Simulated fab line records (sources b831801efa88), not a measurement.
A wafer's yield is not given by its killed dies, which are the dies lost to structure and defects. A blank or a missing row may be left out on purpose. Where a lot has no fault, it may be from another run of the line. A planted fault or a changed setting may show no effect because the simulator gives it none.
A lot that was struck, set against a sound lot | flow sky130 | 15 steps out of a route of 708
Sound: the wafers L282.2, L282.3, L282.4. Wafers struck: L288.1, L288.3, L288.6. The cause is given at the end.
Order at every step that has rows: each side's tool, ch and its chambers, its first start. Under that, the readings that differ: sound wafers | struck wafers | difference of the means | sigmas: that difference in standard deviations of wafers without a fault.
alike: readings with means less than 2 such deviations apart, plus words and numbers identical on both sides. not compared: withheld readings, readings lacking a value on some wafer, bounds such as >300 that could conceal the same value, and numbers that have no deviation in the record and whose values overlap.
The two part at a step that has a row with sigmas, a row that says differs or no value, or rows on one side only. Numbers that don't overlap but have no deviation are shown without sigmas and don't part them. A reading missing from all wafers of one side parts the sides only when that side holds two or more wafers.

SKY_VT_ADJUST_PCH_STRIP_09: strips in O2/N2.
  sound on plasma_asher-02 ch 0,1, day 12 16:17; struck on plasma_asher-02 ch 0,1, day 14 19:32
  alike: drypump_motor_current_A, oes_product_au, strip_time_to_endpoint_s
  not compared: rf_hours_counter_h
SKY_VT_ADJUST_PCH_TW_MEAS_10:
  sound on film_metro-01 at day 12 16:23; struck on film_metro-02 at day 14 19:38
  alike: VT_ADJUST_PCH_TW
then, 7 steps without rows for these wafers: SKY_SONOS_TUNNEL_DEHYDRATE_00 (time 60 s); SKY_SONOS_TUNNEL_HMDS_01 (prime time 60 s); SKY_SONOS_TUNNEL_COAT_02 (resist thk 1140 nm); SKY_SONOS_TUNNEL_SOFTBAKE_03 (time 60 s); SKY_SONOS_TUNNEL_EXPOSE_04 (exposes mask TUNM, target cd 410 nm); SKY_SONOS_TUNNEL_PEB_05; SKY_SONOS_TUNNEL_DEVELOP_06 (develop time 60 s).
SKY_SONOS_TUNNEL_CD_MEAS_07 targets a cd of 410 nm.
  sound on cd_sem-01 at day 13 17:34; struck on cd_sem-02 at day 15 22:59
  alike: cd_nm
SKY_SONOS_TUNNEL_OVL_MEAS_08:
  sound on overlay-01 at day 13 17:40; struck on overlay-01 at day 15 23:07
  alike: SONOS_TUNNEL_OVL
following that, these wafers have no rows for 1 step: SKY_SONOS_TUNNEL_IMPLANT_09.
SKY_SONOS_TUNNEL_WET_ETCH_10: etches SiO2 in dHF, target depth 14 nm, time 280 s.
  sound on wet_bench-01 ch 1, day 13 17:51; struck on wet_bench-01 ch 1, day 15 23:18
  no value came back on the struck wafers for bath_heat_duty_pct (%), run_length_s (s), temp_c (C); on the sound wafers bath_heat_duty_pct (%) reads 5.0 6.3 5.7
then, 1 step without rows for these wafers: SKY_SONOS_TUNNEL_STRIP_11 (strips in SPM, time 600 s).
-- here the record skips 33 days between the struck wafers' starts before and after, leaving off in module SONOS_TUNNEL and picking up in module PAD_OPEN (first step shown: number 708 of the route) --
SKY_PAD_OPEN_PROBE_99:
  sound on prober-01 at day 47 16:21; struck on prober-01 at day 49 04:42
  reading             | sound    | struck                                                               | difference                   | sigmas
  hold                | - - -    | await_dispo/1.0h/scrap await_dispo/1.0h/scrap await_dispo/1.0h/scrap | no value on the sound wafers |
  killed_at_M4_up     | 5 1 4    | 8 8 5                                                                | +4                           | +2
  killed_at_front_end | 8 13 13  | 420 418 415                                                          | +406                         | +99 or more
  killed_dies         | 71 64 83 | 492 492 492                                                          | +419                         | +42
  killed_on_rim       | 13 12 15 | 96 96 96                                                             | +83                          | +21
  alike: killed_at_M0_to_M3, killed_at_contacts, killed_at_other, killed_open, killed_short

## WHERE THEY PART
Last at SKY_PAD_OPEN_PROBE_99 as far as this record goes, first at SKY_SONOS_TUNNEL_WET_ETCH_10.

WHY: what had been put in by the simulator
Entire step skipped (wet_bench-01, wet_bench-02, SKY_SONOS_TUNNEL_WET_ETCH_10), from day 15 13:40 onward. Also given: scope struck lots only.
